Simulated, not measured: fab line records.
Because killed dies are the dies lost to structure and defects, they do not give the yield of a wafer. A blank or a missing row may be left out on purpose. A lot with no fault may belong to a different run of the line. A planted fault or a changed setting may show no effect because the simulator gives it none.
Which of the tools did it? || flow gf180mcu || Sampling: 14 lots, 42 wafers, 3 of 602 route steps

== WHAT THE GAUGES SHOWED, per wafer ==
GF_TOP_METAL_RS_MEAS_05: the measuring method here is four-point-probe.
{"lot": "L737", "measured": "day 27 19:28", "on": "filmMetro-02", "TOP_METAL_ALCU_RS (ohm/sq)": "0.0331 0.0331 0.0328"}
{"lot": "L738", "measured": "day 27 22:50", "on": "filmMetro-03", "TOP_METAL_ALCU_RS (ohm/sq)": "0.0326 0.0328 0.0328"}
{"lot": "L739", "measured": "day 28 09:19", "on": "filmMetro-03", "TOP_METAL_ALCU_RS (ohm/sq)": "0.0329 0.0331 0.0327"}
{"lot": "L740", "measured": "day 28 23:09", "on": "filmMetro-03", "TOP_METAL_ALCU_RS (ohm/sq)": "0.0334 0.0323 0.0332"}
{"lot": "L743", "measured": "day 29 20:48", "on": "filmMetro-03", "TOP_METAL_ALCU_RS (ohm/sq)": "0.0331 0.0334 0.0325"}
{"lot": "L745", "measured": "day 30 03:13", "on": "filmMetro-02", "TOP_METAL_ALCU_RS (ohm/sq)": "0.0324 0.0334 0.0331"}
{"lot": "L749", "measured": "day 31 09:18", "on": "filmMetro-03", "TOP_METAL_ALCU_RS (ohm/sq)": "0.0329 0.0337 0.0335"}
{"lot": "L750", "measured": "day 31 16:52", "on": "filmMetro-02", "TOP_METAL_ALCU_RS (ohm/sq)": "0.0330 0.0332 0.0331"}
{"lot": "L751", "measured": "day 32 00:15", "on": "filmMetro-02", "TOP_METAL_ALCU_RS (ohm/sq)": "0.0334 0.0328 0.0332"}
{"lot": "L752", "measured": "day 32 04:48", "on": "filmMetro-03", "TOP_METAL_ALCU_RS (ohm/sq)": "0.0319 0.0322 0.0324"}
{"lot": "L754", "measured": "day 32 17:50", "on": "filmMetro-02", "TOP_METAL_ALCU_RS (ohm/sq)": "0.0328 0.0327 0.0322"}
{"lot": "L753", "measured": "day 32 21:35", "on": "filmMetro-02", "TOP_METAL_ALCU_RS (ohm/sq)": "0.0332 0.0331 0.0332"}
{"lot": "L755", "measured": "day 32 22:55", "on": "filmMetro-03", "TOP_METAL_ALCU_RS (ohm/sq)": "0.0340 0.0336 0.0331"}
{"lot": "L756", "measured": "day 33 06:01", "on": "filmMetro-03", "TOP_METAL_ALCU_RS (ohm/sq)": "0.0328 0.0324 0.0329"}

GF_TOP_METAL_THK_MEAS_06: measures by xrf.
{"lot": "L737", "measured": "day 27 19:34", "on": "filmMetro-02", "TOP_METAL_ALCU_THK (nm)": "885 884 889"}
{"lot": "L738", "measured": "day 27 22:56", "on": "filmMetro-03", "TOP_METAL_ALCU_THK (nm)": "881 886 882"}
{"lot": "L739", "measured": "day 28 09:26", "on": "filmMetro-03", "TOP_METAL_ALCU_THK (nm)": "876 870 878"}
{"lot": "L740", "measured": "day 28 23:16", "on": "filmMetro-03", "TOP_METAL_ALCU_THK (nm)": "862 889 865"}
{"lot": "L743", "measured": "day 29 20:55", "on": "filmMetro-03", "TOP_METAL_ALCU_THK (nm)": "875 862 892"}
{"lot": "L745", "measured": "day 30 03:20", "on": "filmMetro-02", "TOP_METAL_ALCU_THK (nm)": "898 872 883"}
{"lot": "L749", "measured": "day 31 09:25", "on": "filmMetro-03", "TOP_METAL_ALCU_THK (nm)": "881 858 869"}
{"lot": "L750", "measured": "day 31 16:58", "on": "filmMetro-02", "TOP_METAL_ALCU_THK (nm)": "883 879 881"}
{"lot": "L751", "measured": "day 32 00:22", "on": "filmMetro-02", "TOP_METAL_ALCU_THK (nm)": "866 889 874"}
{"lot": "L752", "measured": "day 32 04:54", "on": "filmMetro-03", "TOP_METAL_ALCU_THK (nm)": "914 903 897"}
{"lot": "L754", "measured": "day 32 17:57", "on": "filmMetro-02", "TOP_METAL_ALCU_THK (nm)": "889 890 891"}
{"lot": "L753", "measured": "day 32 21:41", "on": "filmMetro-02", "TOP_METAL_ALCU_THK (nm)": "874 878 875"}
{"lot": "L755", "measured": "day 32 23:02", "on": "filmMetro-03", "TOP_METAL_ALCU_THK (nm)": "859 862 882"}
{"lot": "L756", "measured": "day 33 06:08", "on": "filmMetro-03", "TOP_METAL_ALCU_THK (nm)": "880 897 883"}

== TOOL THAT RAN EACH LOT (tool first, then ch and the chambers of the sampled wafers, then the start) ==
{"lot": "L737", "GF_TOP_METAL_SPUTTER_03": "pvdSputter-02, day 27 19:23"}
{"lot": "L738", "GF_TOP_METAL_SPUTTER_03": "pvdSputter-02, day 27 22:46"}
{"lot": "L739", "GF_TOP_METAL_SPUTTER_03": "pvdSputter-02, day 28 09:16"}
{"lot": "L740", "GF_TOP_METAL_SPUTTER_03": "pvdSputter-03, day 28 23:06"}
{"lot": "L743", "GF_TOP_METAL_SPUTTER_03": "pvdSputter-03, day 29 20:45"}
{"lot": "L745", "GF_TOP_METAL_SPUTTER_03": "pvdSputter-03, day 30 03:11"}
{"lot": "L749", "GF_TOP_METAL_SPUTTER_03": "pvdSputter-03, day 31 09:14"}
{"lot": "L750", "GF_TOP_METAL_SPUTTER_03": "pvdSputter-04, day 31 16:47"}
{"lot": "L751", "GF_TOP_METAL_SPUTTER_03": "pvdSputter-03, day 32 00:13"}
{"lot": "L752", "GF_TOP_METAL_SPUTTER_03": "pvdSputter-02, day 32 04:43"}
{"lot": "L754", "GF_TOP_METAL_SPUTTER_03": "pvdSputter-03, day 32 17:47"}
{"lot": "L753", "GF_TOP_METAL_SPUTTER_03": "pvdSputter-03, day 32 21:28"}
{"lot": "L755", "GF_TOP_METAL_SPUTTER_03": "pvdSputter-03, day 32 22:52"}
{"lot": "L756", "GF_TOP_METAL_SPUTTER_03": "pvdSputter-03, day 33 05:59"}
- GF_TOP_METAL_SPUTTER_03: material Ti, target thk 5 nm, time 3.3 s.

== AS READ BY THE TOOLS THEMSELVES (means over the sampled wafers that have a number; for cases with no such wafer, the mark the record gives instead) ==
GF_TOP_METAL_SPUTTER_03.
{"lot": "L737", "tool": "pvdSputter-02", "throttleValvePct (%)": 29.3}
{"lot": "L738", "tool": "pvdSputter-02", "throttleValvePct (%)": 29.8}
{"lot": "L739", "tool": "pvdSputter-02", "throttleValvePct (%)": 30.1}
{"lot": "L740", "tool": "pvdSputter-03", "throttleValvePct (%)": 31.3}
{"lot": "L743", "tool": "pvdSputter-03", "throttleValvePct (%)": 30.9}
{"lot": "L745", "tool": "pvdSputter-03", "throttleValvePct (%)": 30.7}
{"lot": "L749", "tool": "pvdSputter-03", "throttleValvePct (%)": 30.9}
{"lot": "L750", "tool": "pvdSputter-04", "throttleValvePct (%)": 29.3}
{"lot": "L751", "tool": "pvdSputter-03", "throttleValvePct (%)": 30.8}
{"lot": "L752", "tool": "pvdSputter-02", "throttleValvePct (%)": 29.5}
{"lot": "L754", "tool": "pvdSputter-03", "throttleValvePct (%)": 30.6}
{"lot": "L753", "tool": "pvdSputter-03", "throttleValvePct (%)": 30.8}
{"lot": "L755", "tool": "pvdSputter-03", "throttleValvePct (%)": 30.5}
{"lot": "L756", "tool": "pvdSputter-03", "throttleValvePct (%)": 30.0}

== THE ANSWER, worked out from the rows above alone ==
Rule: the usual values come from the lots themselves. Put in order of their means at a reading, lots are off if they are a third of the lots or fewer, leave a main group of 4 or more, and stand apart from it by a gap of 3 or more times the standard deviation of the main group's means; of several such gaps the widest counts. A main group is skipped when, at the precision printed for the reading in the tables above, its means are all equal. Also off: a lot with no number at a reading for which 4 or more lots have one. All remaining lots with rows at the step are treated as sound. Order of review: gauges by route order, followed by the tools' own readings, for which a lot's mean as printed above is used. The first step at which some lot is off is used, and at that step the reading that is off furthest; a lot without a number counts as furthest.
None of the lots is off at any reading shown; this tells nothing.

== WHAT THE SIMULATOR HAD PUT IN ==
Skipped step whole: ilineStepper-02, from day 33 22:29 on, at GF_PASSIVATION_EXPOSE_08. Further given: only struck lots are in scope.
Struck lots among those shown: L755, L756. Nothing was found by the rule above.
